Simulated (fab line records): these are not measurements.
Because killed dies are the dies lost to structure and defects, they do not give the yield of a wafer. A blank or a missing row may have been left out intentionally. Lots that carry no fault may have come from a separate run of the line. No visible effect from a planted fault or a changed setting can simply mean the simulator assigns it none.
Lot-split experiment | flow sfqLine | route with 325 steps; 5 lots, 23 wafers read

ABOUT THE SPLIT
At SFQ_TRILAYER_I3_VIA_BARC_OPEN_VIA_ETCH_121 (etches BARC in O2, target depth 125 nm, time 41.7 s), the setting sourceW was moved away from the recipe's 500 W on 9 of the 23 wafers read, by -11.0% to +11.3%. All remaining wafers had this setting at the recipe value.

Reading taken at the split's own step.

THE READING
KrF_of_TRILAYER_I3_VIA_LITHO_COAT_085.thkNm (the simulator's own value, which no gauge read), in nm, at SFQ_TRILAYER_I3_VIA_BARC_OPEN_VIA_ETCH_121 (etches BARC in O2, target depth 125 nm, time 41.7 s). No usual value for it is given in the file. Average 572.2 nm, standard deviation 2 nm, over the 14 wafers here run with the recipe.

wafer  | tool, chamber at the split | sourceW as run, W | against the recipe | KrF_of_TRILAYER_I3_VIA_LITHO_COAT_085.thkNm, nm | against lot-mates on the recipe
L076.1 | rieDiel-04, 0              | 500               | recipe             | 570.3                                           | -
L076.2 | rieDiel-04, 3,2            | 556.3             | +11.3%             | 564.9                                           | -4.4
L076.4 | rieDiel-04, 3,2            | 556.3             | +11.3%             | 564.9                                           | -4.4
L076.3 | rieDiel-04, 2              | 500               | recipe             | 568.3                                           | -
L076.6 | rieDiel-04, 0              | 556.3             | +11.3%             | 567.3                                           | -2.0
L078.1 | rieDiel-02, 0              | 500               | recipe             | 573.5                                           | -
L078.2 | rieDiel-02, 3              | 500               | recipe             | 571.8                                           | -
L078.4 | rieDiel-02, 2              | 500               | recipe             | 573                                             | -
L078.5 | rieDiel-02, 2              | 500               | recipe             | 573.8                                           | -
L078.6 | rieDiel-02, 1              | 500               | recipe             | 574.1                                           | -
L079.2 | rieDiel-01, 0              | 500               | recipe             | 573.4                                           | -
L079.3 | rieDiel-01, 2              | 500               | recipe             | 571                                             | -
L079.5 | rieDiel-01, 1              | 500               | recipe             | 574.9                                           | -
L080.1 | rieDiel-02, 1              | 500               | recipe             | 568.4                                           | -
L080.3 | rieDiel-02, 2              | 500               | recipe             | 571.4                                           | -
L080.4 | rieDiel-02, 3              | 451.2             | -9.8%              | 574.8                                           | +4.9
L080.5 | rieDiel-02, 1              | 451.2             | -9.8%              | 574.4                                           | +4.5
L080.6 | rieDiel-02, 2              | 451.2             | -9.8%              | 573.8                                           | +3.9
L081.1 | rieDiel-04, 2              | 445               | -11.0%             | 577.8                                           | +4.5
L081.2 | rieDiel-04, 3              | 500               | recipe             | 572.5                                           | -
L081.4 | rieDiel-04, 1              | 500               | recipe             | 574                                             | -
L081.5 | rieDiel-04, 1              | 445               | -11.0%             | 579.6                                           | +6.4
L081.6 | rieDiel-04, 0              | 445               | -11.0%             | 578.6                                           | +5.4
When a row names more than one chamber, that row covers several wafers, and the file does not tell which wafer ran in which chamber.

THE FIT
A straight line over all 23 wafers: KrF_of_TRILAYER_I3_VIA_LITHO_COAT_085.thkNm changes by -0.491 nm for each +1% of sourceW; r = -0.86; the points scatter about the line by 2 nm.
The same after taking each lot's own level away (the mean of its wafers on the recipe; 23 wafers): -0.409 nm for each +1%; r = -0.92; scatter 1.2 nm.
That fit puts the effect of the largest move of sourceW on the reading at 4.6 nm.
From 569.30 to 573.25 nm: that is the span of the lots' own levels, equal to 2.0 times the standard deviation above.
So the slope is not independent of the lot-to-lot level: the two fits are not the same.
Check: with one of the wafers moved furthest among these (+11.3%) left out of the fit, the line predicts -4.28 nm for it against its lot-mates. It came out at -4.4 nm against them.

THE OTHER SPLITS THESE WAFERS WENT THROUGH
These wafers also went through other splits before the reading. Each is held against what the fit with the lots' levels taken away leaves over:
other split on the same wafers             | wafers away from the commonest value | r with KrF_of_TRILAYER_I3_VIA_LITHO_COAT_085.thkNm (lot level and that fit taken away)
SFQ_TRILAYER_M3_LITHO_PEB_078 pebTempC     | 11                                   | +0.28
SFQ_TRILAYER_I3_VIA_LITHO_COAT_090 spinRpm | 8                                    | +0.21

FILE'S OWN FIT
KrF_of_TRILAYER_I3_VIA_LITHO_COAT_085.thkNm changes by -0.417 nm for each +1% of sourceW, r = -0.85.
